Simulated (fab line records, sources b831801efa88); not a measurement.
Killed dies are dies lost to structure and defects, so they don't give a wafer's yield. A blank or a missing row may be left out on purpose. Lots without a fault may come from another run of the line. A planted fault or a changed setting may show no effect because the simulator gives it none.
Which tool did it? | flow sky130 | 6 lots, 18 wafers sampled, at 2 steps of a route of 708

WHAT THE GAUGES READ, wafer by wafer
SKY_VIA4_THK_MEAS_01.
lot  | measured     | on            | VIA4_HDPCVD_THK (nm)
L101 | day 42 23:59 | film_metro-02 | 1753 1747 1776
L109 | day 45 08:47 | film_metro-03 | 1752 1733 1749
L113 | day 46 10:21 | film_metro-03 | 1736 1735 1747
L116 | day 47 01:48 | film_metro-03 | 1722 1718 1740
L118 | day 47 06:30 | film_metro-03 | 1725 1757 1729
L120 | day 47 20:31 | film_metro-03 | 1722 1713 1696

WHICH TOOL RAN EACH LOT (tool, then ch and the chambers of the sampled wafers, then the start)
lot  | SKY_METAL3_SPUTTER_02
L101 | pvd_sputter-02, day 37 17:04
L109 | pvd_sputter-02, day 40 05:52
L113 | pvd_sputter-04, day 41 10:31
L116 | pvd_sputter-04, day 42 07:17
L118 | pvd_sputter-04, day 42 09:48
L120 | pvd_sputter-02, day 43 03:14
- SKY_METAL3_SPUTTER_02: material AlCu, target thk 735 nm, time 39.1 s.

THE ANSWER, worked out from the rows above alone
Rule: what is usual is taken from the lots themselves. Put in order of their means at a reading, lots are off if they are a third of the lots or fewer, leave a main group of 4 or more, and stand apart from it by a gap of 3 or more times the standard deviation of the main group's means; of several such gaps the widest counts. A main group whose means are all the same, to the digits that the tables above print for the reading, isn't used. A lot without any number at a reading at which 4 lots or more have one is off too. The other lots that the step has rows for count as sound.
No lot is off at any reading shown: from this, nothing can be told.

WHAT THE SIMULATOR HAD PUT IN
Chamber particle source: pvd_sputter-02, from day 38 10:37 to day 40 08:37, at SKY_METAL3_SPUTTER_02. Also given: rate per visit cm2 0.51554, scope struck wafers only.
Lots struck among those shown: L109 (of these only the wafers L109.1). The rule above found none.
